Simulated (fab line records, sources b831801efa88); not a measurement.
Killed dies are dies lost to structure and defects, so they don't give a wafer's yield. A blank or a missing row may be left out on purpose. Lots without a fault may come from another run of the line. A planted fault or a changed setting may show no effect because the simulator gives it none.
fab line records | flow gf180mcu
record lots=14 wafers=42 last_day=34
route steps=602 shown MIM@507 M5@535 V5@555
lots that met no fault: from a run of the same line without faults
start_h: hours from the record's first day to the start of the lot's first wafer shown | wait_h: hours since the lot's step before | " the same as in the row above | L1.1+2: a row that stands for several wafers | - no value, or no start given | * or withheld: withheld | < > ~ a bound
route shown NAME@n: a module of which the file shows steps, and the number in the route of the first | usual: mean/standard deviation of fault-free wafers | same: alike in all rows | chamber/n: place in a boat | sites: the reading at each site | _std_site: their standard deviation | _edge_site: outer sites' mean less inner sites' | radius_mm: how far each site lies from the wafer's centre | mask NAME#n: copy n | behind: the tool/chamber that last shaped the wafer | hold: why the lot was held/for how many hours/how that ended | device: the transistor (n, p or np) that didn't switch | end of line: the same wafers' tests at the end of the route | a step without rows: its recipe alone | killed: dies lost to structure and defects at the first sort, not the wafer's yield | map: a wafer's dies, x killed, . not, _ none there
set.NAME: the setting as run; set.NAME@STEP: as run at that earlier step | model.NAME: the simulator's own value behind a step, which no gauge read
steps of the route over a sample of lots; a table a step, a row a wafer
services: from which hour (start_h, from the record's first day; less than 0 if before it) a tool's chamber was out of use, for how many hours, and why
## steps
# step GF_MIM_SPUTTER_04
# recipe material=TiN target_thk_nm=50 power_w=6500 time_s=41.7 chamber_pressure_pa=0.4
# usual cathode_dc_power_W=6500.0/1.2 throttle_valve_pct=30.1/1.2
# columns lot.wafer tool chamber start_h wait_h cathode_dc_power_W throttle_valve_pct
L145.1 pvd_sputter-04 - 561.96 0.0 6499.8 30.3
L145.5 " - " " 6499.1 29.7
L145.6 " - " " 6499.9 30.5
L147.1 pvd_sputter-02 - 576.69 0.0 6499.8 31.5
L147.4 " - " " 6500.1 29.8
L147.5 " - " " 6500.6 31.5
L148.3 pvd_sputter-01 - 583.61 0.0 6499.3 28.9
L148.4 " - " " 6498.7 30.0
L148.6 " - " " 6500.8 28.8
L150.3 pvd_sputter-04 - 609.39 0.0 6500.2 29.4
L150.4 " - " " 6501.5 29.4
L150.6 " - " " 6498.4 29.2
L151.4 pvd_sputter-02 - 615.68 0.0 6499.9 29.8
L151.5 " - " " 6501.0 28.3
L151.6 " - " " 6500.1 31.6
L152.2 pvd_sputter-02 - 623.97 0.0 6500.2 31.6
L152.4 " - " " 6498.2 28.4
L152.5 " - " " 6500.7 31.7
L157.4 pvd_sputter-01 - 671.96 0.0 6497.4 29.1
L157.5 " - " " 6500.6 30.1
L157.6 " - " " 6499.5 28.8
L158.3 pvd_sputter-01 - 675.21 0.0 6500.0 32.3
L158.4 " - " " 6498.7 29.9
L158.5 " - " " 6500.5 29.5
L161.1 pvd_sputter-01 - 688.34 0.0 6500.4 29.9
L161.4 " - " " 6498.7 29.2
L161.6 " - " " 6500.2 30.1
L162.3 pvd_sputter-01 - 698.38 0.0 6501.1 29.0
L162.4 " - " " 6497.6 28.7
L162.6 " - " " 6499.7 29.3
L164.3 pvd_sputter-02 - 704.83 0.0 6499.3 29.7
L164.4 " - " " 6499.9 29.7
L164.6 " - " " 6501.4 28.1
L166.2 pvd_sputter-01 - 714.47 0.0 6499.3 29.3
L166.5 " - " " 6497.9 29.3
L166.6 " - " " 6501.3 32.3
L167.3 pvd_sputter-04 - 722.95 0.0 6499.2 29.6
L167.4 " - " " 6501.8 30.4
L167.6 " - " " 6498.8 29.4
L168.3 pvd_sputter-04 - 727.86 0.0 6500.2 29.4
L168.4 " - " " 6500.8 29.4
L168.5 " - " " 6498.5 31.4
# step GF_MIM_STRIP_20
# recipe chemistry=O2/N2 power_w=1400 pressure_mtorr=1500 platen_temp_c=250 o2_flow_sccm=3000 n2_flow_sccm=300 overash_fraction=0.5
# usual drypump_motor_current_A=6.1/0.37 heater_power_w=355/40 oes_product_au=0.691/0.0057 platen_temp_c=249.99/0.17 strip_time_to_endpoint_s=11.22/0.058
# columns lot.wafer tool chamber start_h wait_h drypump_motor_current_A heater_power_w oes_product_au platen_temp_c rf_hours_counter_h strip_time_to_endpoint_s
L145.1 plasma_asher-04 0 583.86 0.0 6.1 306 0.701 250.30 99 11.29
L145.5 " 0 " " 6.1 316 0.701 250.07 - 11.30
L145.6 " 1 " " 6.3 327 0.697 249.96 - 11.31
L147.1 plasma_asher-04 1 597.92 0.0 6.2 328 0.698 250.13 101 11.17
L147.4 " 1 " " 6.2 330 0.683 249.80 - 11.22
L147.5 " 0 " " 6.1 306 0.689 250.12 - 11.16
L148.3 plasma_asher-02 1 604.39 0.1 6.5 409 0.688 250.01 - 11.25
L148.4 " 0 " " 6.0 395 0.692 249.77 - 11.24
L148.6 " 1 " " 6.5 410 0.691 249.97 - 11.28
L150.3 plasma_asher-02 1 630.05 0.1 6.5 405 0.682 249.59 - 11.10
L150.4 " 0 " " 6.0 401 0.687 249.90 - 11.14
L150.6 " 1 " " 6.5 395 0.679 249.82 - 11.07
L151.4 plasma_asher-04 1 636.59 0.1 6.3 330 0.695 249.91 - 11.12
L151.5 " 0 " " 6.1 305 0.691 249.91 - 11.12
L151.6 " 1 " " 6.2 327 0.681 250.02 - 11.13
L152.2 plasma_asher-04 1 643.78 0.1 6.3 334 0.693 250.15 105 11.28
L152.4 " 1 " " 6.3 330 0.687 250.05 - 11.29
L152.5 " 0 " " 6.1 309 0.696 250.06 - 11.20
L157.4 plasma_asher-04 1 691.30 0.1 6.2 334 0.682 250.17 - 11.17
L157.5 " 0 " " 6.1 307 0.686 250.24 - 11.18
L157.6 " 1 " " 6.2 330 0.686 250.11 - 11.15
L158.3 plasma_asher-04 1 694.42 0.1 6.2 328 0.697 249.84 - 11.25
L158.4 " 0 " " 6.1 314 0.693 250.18 - 11.27
L158.5 " 0 " " 6.1 305 0.681 250.05 - 11.26
L161.1 plasma_asher-02 0 706.97 0.0 6.0 398 0.691 249.82 65 11.28
L161.4 " 1 " " 6.6 405 0.693 250.00 - 11.27
L161.6 " 0 " " 6.0 402 0.692 249.75 - 11.25
L162.3 plasma_asher-04 1 716.93 0.1 6.3 326 0.687 250.00 - 11.22
L162.4 " 0 " " 6.1 313 0.695 249.74 - 11.21
L162.6 " 0 " " 6.1 306 0.692 249.76 - 11.20
L164.3 plasma_asher-03 0 723.04 0.1 5.2 347 0.685 249.81 - 11.21
L164.4 " 1 " " 6.1 314 0.687 250.21 - 11.19
L164.6 " 0 " " 5.2 349 0.687 250.10 - 11.18
L166.2 plasma_asher-03 0 732.27 0.0 5.1 347 0.691 250.13 30 11.17
L166.5 " 0 " " 5.2 341 0.692 249.91 - 11.14
L166.6 " 1 " " 6.1 327 0.689 250.10 - 11.18
L167.3 plasma_asher-03 0 740.19 0.1 5.1 351 0.687 250.11 - 11.23
L167.4 " 1 " " 6.1 322 0.685 250.04 - 11.16
L167.6 " 1 " " 6.1 324 0.692 250.01 - 11.20
L168.3 plasma_asher-02 1 744.94 0.1 6.5 411 0.696 250.25 - 11.19
L168.4 " 0 " " 6.0 393 0.686 249.99 - 11.21
L168.5 " 0 " " 6.0 393 0.687 249.66 - 11.17
# step GF_M5_ETCH_09
# recipe chemistry=CF4/O2 target=Si3N4 target_depth_nm=52 source_w=800 bias_w=150 pressure_mtorr=150 cf4_flow_sccm=80 O2_flow_sccm=10 time_s=11.6
# usual O2_flow_sccm=10.00/0.032 bias_w=150.0/0.44 drypump_motor_current_A=5.7/0.41 oes_product_au=0.998/0.011 throttle_valve_pct=5.969/0.0097
# columns lot.wafer tool chamber start_h wait_h O2_flow_sccm bias_w drypump_motor_current_A oes_product_au rf_hours_counter_h throttle_valve_pct
L145.1 rie_diel-02 2 605.01 0.0 9.97 149.7 5.6 1.002 9 5.978
L145.5 " 0 " " 10.02 150.5 5.8 0.996 - 5.958
L145.6 " 3 " " 9.97 150.4 6.3 0.996 - 5.961
L147.1 rie_diel-02 1 619.61 0.0 9.98 150.1 5.3 1.031 2 5.976
L147.4 " 0 " " 10.00 149.6 5.7 1.004 68 5.967
L147.5 " 2 " " 10.03 149.4 5.6 1.003 - 5.976
L148.3 rie_diel-01 2 625.31 0.0 9.97 150.3 5.5 1.005 6 5.968
L148.4 " 1 " " 10.04 150.3 5.8 1.009 11 5.974
L148.6 " 1 " " 10.02 149.5 5.8 1.016 - 5.962
L150.3 rie_diel-01 1 650.59 0.0 9.97 150.4 5.8 0.994 12 5.994
L150.4 " 3 " " 9.96 150.0 5.7 0.999 3 5.957
L150.6 " 1 " " 9.99 150.6 5.8 0.999 - 5.981
L151.4 rie_diel-03 2 656.81 0.0 9.96 150.0 5.2 0.993 30 5.965
L151.5 " 1 " " 10.06 149.7 5.6 1.001 - 5.976
L151.6 " 0 " " 10.00 150.1 5.1 1.001 - 5.964
L152.2 rie_diel-02 1 663.76 0.0 10.03 149.0 5.2 1.014 4 5.971
L152.4 " 2 " " 9.98 149.7 5.5 0.988 - 5.963
L152.5 " 1 " " 10.01 149.3 5.3 1.009 - 5.971
L157.4 rie_diel-01 1 710.56 0.0 - - - - - -
L157.5 " 0 " " - - - - - -
L157.6 " 1 " " - - - - - -
L158.3 rie_diel-02 3 712.56 0.0 - - - - - -
L158.4 " 0 " " - - - - - -
L158.5 " 0 " " - - - - - -
L161.1 rie_diel-02 2 725.76 0.0 9.99 150.3 5.5 1.013 14 5.965
L161.4 " 3 " " 9.96 150.7 6.4 0.997 10 5.983
L161.6 " 1 " " 10.02 150.2 5.2 1.030 - 5.980
L162.3 rie_diel-02 0 734.84 0.0 10.02 149.6 5.8 0.996 3 5.964
L162.4 " 3 " " 9.97 150.8 6.3 0.989 11 5.946
L162.6 " 1 " " 10.06 150.2 5.2 1.016 - 5.981
L164.3 rie_diel-03 3 740.61 0.0 9.99 149.7 5.7 0.988 12 5.969
L164.4 " 1 " " 9.98 150.1 5.6 0.998 14 5.968
L164.6 " 0 " " 10.01 150.0 5.1 0.998 - 5.977
L166.2 rie_diel-02 1 750.36 0.0 9.95 150.1 5.3 1.010 8 5.977
L166.5 " 3 " " 9.99 149.7 6.3 0.980 - 5.957
L166.6 " 0 " " 9.94 149.9 5.8 0.987 - 5.971
L167.3 rie_diel-03 0 757.29 0.0 9.95 150.6 5.1 1.000 25 5.970
L167.4 " 1 " " 10.00 149.7 5.5 0.995 15 5.975
L167.6 " 3 " " 10.03 150.6 5.7 1.001 - 5.966
L168.3 rie_diel-01 1 762.01 0.0 10.04 149.5 5.8 0.996 16 5.960
L168.4 " 2 " " 10.02 149.9 5.4 0.986 11 5.952
L168.5 " 0 " " 10.01 149.2 6.5 1.005 - 5.979
# step GF_M5_STRIP_11
# recipe chemistry=O2/N2 power_w=1400 pressure_mtorr=1500 platen_temp_c=250 o2_flow_sccm=3000 n2_flow_sccm=300 overash_fraction=0.5
# usual drypump_motor_current_A=5.8/0.63 heater_power_w=333/19 oes_product_au=0.543/0.0051 platen_temp_c=250.00/0.16 strip_time_to_endpoint_s=7.52/0.049
# columns lot.wafer tool chamber start_h wait_h drypump_motor_current_A heater_power_w oes_product_au platen_temp_c rf_hours_counter_h strip_time_to_endpoint_s
L145.1 plasma_asher-01 0 605.14 0.1 4.7 309 0.537 250.23 78 7.45
L145.5 " 0 " " 4.7 310 0.543 250.14 - 7.48
L145.6 " 1 " " 6.8 365 0.538 249.90 - 7.48
L147.1 plasma_asher-04 0 619.74 0.1 6.1 316 0.539 249.91 103 7.52
L147.4 " 0 " " 6.1 303 0.550 249.94 - 7.56
L147.5 " 1 " " 6.2 320 0.539 249.81 - 7.55
L148.3 plasma_asher-03 0 625.59 0.1 5.2 347 0.541 249.84 - 7.46
L148.4 " 1 " " 6.1 326 0.545 250.14 - 7.48
L148.6 " 0 " " 5.2 348 0.539 250.05 - 7.53
L150.3 plasma_asher-01 1 650.87 0.1 6.7 349 0.541 250.28 - 7.48
L150.4 " 0 " " 4.7 307 0.542 249.85 - 7.49
L150.6 " 1 " " 6.8 370 0.535 250.31 - 7.49
L151.4 plasma_asher-04 0 657.09 0.1 6.1 316 0.541 249.98 - 7.52
L151.5 " 0 " " 6.1 324 0.540 249.90 - 7.47
L151.6 " 1 " " 6.2 320 0.539 249.81 - 7.48
L152.2 plasma_asher-03 0 664.00 0.1 5.2 352 0.545 250.07 23 7.60
L152.4 " 0 " " 5.2 349 0.545 249.84 - 7.60
L152.5 " 1 " " 6.1 322 0.549 249.89 - 7.59
L157.4 plasma_asher-04 1 710.72 0.1 6.2 328 0.555 249.89 - 7.89
L157.5 " 1 " " 6.3 334 0.568 249.85 - 7.95
L157.6 " 0 " " 6.1 311 0.552 250.11 - 7.82
L158.3 plasma_asher-03 0 712.73 0.1 5.1 355 0.557 250.10 - 7.81
L158.4 " 1 " " 6.1 312 0.558 250.02 - 7.76
L158.5 " 1 " " 6.1 324 0.562 250.15 - 7.82
L161.1 plasma_asher-04 1 725.89 0.1 6.2 329 0.550 249.80 114 7.58
L161.4 " 1 " " 6.2 329 0.551 249.79 - 7.59
L161.6 " 0 " " 6.1 316 0.535 249.92 - 7.58
L162.3 plasma_asher-03 1 735.01 0.1 6.1 321 0.537 250.39 - 7.51
L162.4 " 0 " " 5.2 349 0.541 250.13 - 7.52
L162.6 " 1 " " 6.1 327 0.540 250.12 - 7.48
L164.3 plasma_asher-01 1 740.78 0.1 6.8 363 0.542 250.09 - 7.47
L164.4 " 0 " " 4.7 316 0.548 250.12 - 7.53
L164.6 " 0 " " 4.7 299 0.538 250.09 - 7.52
L166.2 plasma_asher-03 0 750.49 0.1 5.2 352 0.541 249.79 32 7.53
L166.5 " 1 " " 6.1 316 0.543 250.08 - 7.59
L166.6 " 0 " " 5.1 356 0.548 249.80 - 7.55
L167.3 plasma_asher-03 0 757.46 0.1 5.1 358 0.540 249.99 - 7.56
L167.4 " 1 " " 6.1 320 0.546 250.07 - 7.56
L167.6 " 1 " " 6.1 328 0.541 250.10 - 7.51
L168.3 plasma_asher-01 1 762.18 0.1 6.7 367 0.553 250.01 - 7.53
L168.4 " 0 " " 4.7 308 0.551 249.96 - 7.54
L168.5 " 0 " " 4.7 309 0.545 250.16 - 7.56
# step GF_V5_OVL_MEAS_15
# usual V5_OVL=4/6.1
# columns lot.wafer tool chamber start_h wait_h V5_OVL[nm]
L145.1 overlay-01 - 627.06 0.1 -1
L145.5 " - " " 0
L145.6 " - " " -3
L147.1 overlay-01 - 641.22 0.1 -1
L147.4 " - " " 4
L147.5 " - " " -3
L148.3 overlay-02 - 646.08 0.1 14
L148.4 " - " " 3
L148.6 " - " " 9
L150.3 overlay-02 - 672.08 0.1 -6
L150.4 " - " " 6
L150.6 " - " " 3
L151.4 overlay-01 - 678.47 0.1 11
L151.5 " - " " 5
L151.6 " - " " 13
L152.2 overlay-02 - 683.98 0.1 6
L152.4 " - " " 10
L152.5 " - " " 3
L161.1 overlay-01 - 744.57 0.1 9
L161.4 " - " " 10
L161.6 " - " " 11
L162.3 overlay-01 - 752.93 0.1 -4
L162.4 " - " " -2
L162.6 " - " " -2
L164.3 overlay-01 - 758.47 0.1 0
L164.4 " - " " 2
L164.6 " - " " -1
L166.2 overlay-02 - 768.33 0.1 11
L166.5 " - " " 5
L166.6 " - " " 7
L167.3 overlay-02 - 775.13 0.1 15
L167.4 " - " " 11
L167.6 " - " " 9
L168.3 overlay-02 - 779.53 0.1 -2
L168.4 " - " " -6
L168.5 " - " " -3
## services
# columns tool chamber start_h hours kind
plasma_asher-04 - 546.46 0.9 repair
plasma_asher-03 - 557.39 3.4 repair
plasma_asher-03 - 583.83 0.6 repair
rie_diel-01 - 584.01 2.8 pm
rie_diel-02 2 586.35 8.9 repair
rie_diel-02 0 587.34 2.8 repair
plasma_asher-02 - 588.08 0.8 repair
pvd_sputter-01 - 598.81 3.0 repair
rie_diel-02 1 602.72 12.1 repair
plasma_asher-04 - 610.75 1.7 repair
pvd_sputter-02 - 616.38 2.8 repair
pvd_sputter-01 - 621.42 2.4 repair
plasma_asher-04 - 624.27 4.4 pm
rie_diel-01 1 627.99 6.3 repair
pvd_sputter-02 - 641.09 61.8 repair
rie_diel-02 3 647.45 5.6 repair
rie_diel-02 - 651.43 2.8 pm
rie_diel-01 3 675.41 4.0 repair
rie_diel-02 3 677.64 9.9 repair
rie_diel-01 3 699.49 6.5 repair
rie_diel-01 0 707.99 2.4 repair
pvd_sputter-02 - 713.56 2.4 repair
plasma_asher-04 - 733.75 9.0 pm
rie_diel-02 0 735.66 2.5 repair
## key
first_sign step=GF_M5_ETCH_09 reading=tool_record direction=missing
effect step=GF_M5_STRIP_11 reading=strip_time_to_endpoint_s direction=up sigmas=6.6 usual=* struck=*
met_at GF_M5_ETCH_09
struck_lots L157,L158
later_rows_left_out L157.4,L157.5,L157.6,L158.3,L158.4,L158.5
sort_left_out L157.4,L157.5,L157.6,L158.3,L158.4,L158.5
tester_left_out L158
not_acting_at GF_MIM_SPUTTER_04,GF_MIM_STRIP_20,GF_V5_OVL_MEAS_15
onset_between 663.76 710.56
earlier_fault kind=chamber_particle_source tool=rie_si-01 chamber=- onset_h=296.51 steps=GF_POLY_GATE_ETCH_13 rate_per_visit_cm2=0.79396 end_h=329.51
fault kind=skipped_step_whole tool=rie_diel-01,rie_diel-02 chamber=- onset_h=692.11 steps=GF_M5_ETCH_09 scope=struck_lots_only
# tester_left_out: of these lots the tester's yield and bins aren't shown, on N5 and GAA mostly nor the transistor test; their killed dies are dies lost to structure and defects alone, not to doping, threshold or leakage, so they don't give the yield
# sort_left_out: the simulated sort isn't trusted on such a fault, so these wafers' sort isn't shown, and their yield isn't known
# later_rows_left_out: the simulator's readings of these wafers behind a module that went badly wrong aren't trusted and aren't shown, but for the sort
